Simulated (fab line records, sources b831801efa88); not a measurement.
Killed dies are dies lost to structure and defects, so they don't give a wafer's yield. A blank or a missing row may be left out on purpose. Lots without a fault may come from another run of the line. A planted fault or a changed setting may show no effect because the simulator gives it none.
Split-lot experiment | flow sfq_line | 5 lots, 23 wafers read, on a route of 325 steps

THE SPLIT
At SFQ_TRILAYER_L0_DEP_SPUTTER_003 (material MoNx KI, target thk 40 nm, time 100 s), the setting power_w was moved away from the recipe's 800 W on 8 of the 23 wafers read, by -11.7% to +6.2%. The other wafers ran this setting at the recipe's value.

FROM THE SPLIT TO THE READING: what the file shows between them, 2 steps
- SFQ_L0_RS_MEAS_901: measures by four-point-probe
- SFQ_L0_THK_MEAS_902: measures by xrf

THE READING
oes_product_au, in a.u., at SFQ_TRILAYER_L0_ETCH_METAL_ETCH_008 (etches MoNx KI in SF6/O2, stops on SiO2, target depth 50 nm, time 25 s). Fault-free wafers of this fab line usually give 0.873 a.u., standard deviation 0.01 a.u..

wafer  | tool, chamber at the split | power_w as run, W | against the recipe | oes_product_au, a.u. | against lot-mates on the recipe
L078.1 | pvd_sputter-05, -          | 800               | recipe             | 0.879                | -
L078.3 | pvd_sputter-05, -          | 800               | recipe             | 0.861                | -
L078.4 | pvd_sputter-05, -          | 706.8             | -11.7%             | 0.822                | -0.052
L078.5 | pvd_sputter-05, -          | 800               | recipe             | 0.882                | -
L078.6 | pvd_sputter-05, -          | 706.8             | -11.7%             | 0.812                | -0.062
L079.3 | pvd_sputter-03, -          | 800               | recipe             | 0.863                | -
L079.4 | pvd_sputter-03, -          | 800               | recipe             | 0.869                | -
L079.5 | pvd_sputter-03, -          | 800               | recipe             | 0.880                | -
L081.1 | pvd_sputter-05, -          | 849.8             | +6.2%              | 0.897                | +0.028
L081.3 | pvd_sputter-05, -          | 800               | recipe             | 0.877                | -
L081.4 | pvd_sputter-05, -          | 849.8             | +6.2%              | 0.885                | +0.016
L081.5 | pvd_sputter-05, -          | 800               | recipe             | 0.860                | -
L081.6 | pvd_sputter-05, -          | 849.8             | +6.2%              | 0.902                | +0.033
L083.1 | pvd_sputter-06, -          | 800               | recipe             | 0.880                | -
L083.2 | pvd_sputter-06, -          | 800               | recipe             | 0.864                | -
L083.3 | pvd_sputter-06, -          | 800               | recipe             | 0.869                | -
L083.5 | pvd_sputter-06, -          | 800               | recipe             | 0.873                | -
L083.6 | pvd_sputter-06, -          | 800               | recipe             | 0.867                | -
L085.1 | pvd_sputter-03, -          | 732.9             | -8.4%              | 0.829                | -0.054
L085.3 | pvd_sputter-03, -          | 732.9             | -8.4%              | 0.835                | -0.048
L085.4 | pvd_sputter-03, -          | 732.9             | -8.4%              | 0.846                | -0.037
L085.5 | pvd_sputter-03, -          | 800               | recipe             | 0.880                | -
L085.6 | pvd_sputter-03, -          | 800               | recipe             | 0.885                | -

THE FIT
A straight line over all 23 wafers: oes_product_au changes by +0.00431 a.u. for each +1% of power_w; r = +0.94; the points scatter about the line by 0.0083 a.u..
The same after taking each lot's own level away (the mean of its wafers on the recipe; 23 wafers): +0.0049 a.u. for each +1%; r = +0.96; scatter 0.0074 a.u..
On that fit, the largest move of power_w shifts the reading by 0.057 a.u..
The lots' own levels span 0.8685 to 0.8825 a.u., that is 1.4 times the standard deviation above.
So the lot-to-lot level changes the slope: the two fits differ.
Check: with one of the wafers moved furthest among these (-11.7%) left out of the fit, the line predicts -0.0602 a.u. for it against its lot-mates. It came out at -0.052 a.u. against them.

OTHER SPLITS ON THESE WAFERS
These wafers also went through other splits before the reading. Each is held against what the fit with the lots' levels taken away leaves over:
other split on the same wafers             | wafers away from the commonest value | r with oes_product_au (lot level and that fit taken away)
SFQ_TRILAYER_INCOMING_OXIDATION_002 temp_c | 18                                   | -0.01

THE WHOLE CHAIN: every reading that the file lists as answering this split, in the file's order
step                                | what it does                                                           | reading                                                                                        | change (the file's fit)                   | r (the file's)
SFQ_TRILAYER_L0_DEP_SPUTTER_003     | material MoNx KI, target thk 40 nm, time 100 s                         | MoNx_KI_of_TRILAYER_L0_DEP_SPUTTER_003.thk_nm (the simulator's own value, which no gauge read) | +0.407 nm for each +1% of the setting     | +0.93
SFQ_L0_RS_MEAS_901                  | measures by four-point-probe                                           | L0_MONX_KI_RS                                                                                  | -0.477 for each +1% of the setting        | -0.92
SFQ_L0_THK_MEAS_902                 | measures by xrf                                                        | L0_MONX_KI_THK                                                                                 | +0.404 for each +1% of the setting        | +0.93
SFQ_TRILAYER_L0_ETCH_METAL_ETCH_008 | etches MoNx KI in SF6/O2, stops on SiO2, target depth 50 nm, time 25 s | oes_product_au                                                                                 | +0.00495 a.u. for each +1% of the setting | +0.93

THE FILE'S OWN FIT
oes_product_au changes by +0.00495 a.u. for each +1% of power_w, r = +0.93.
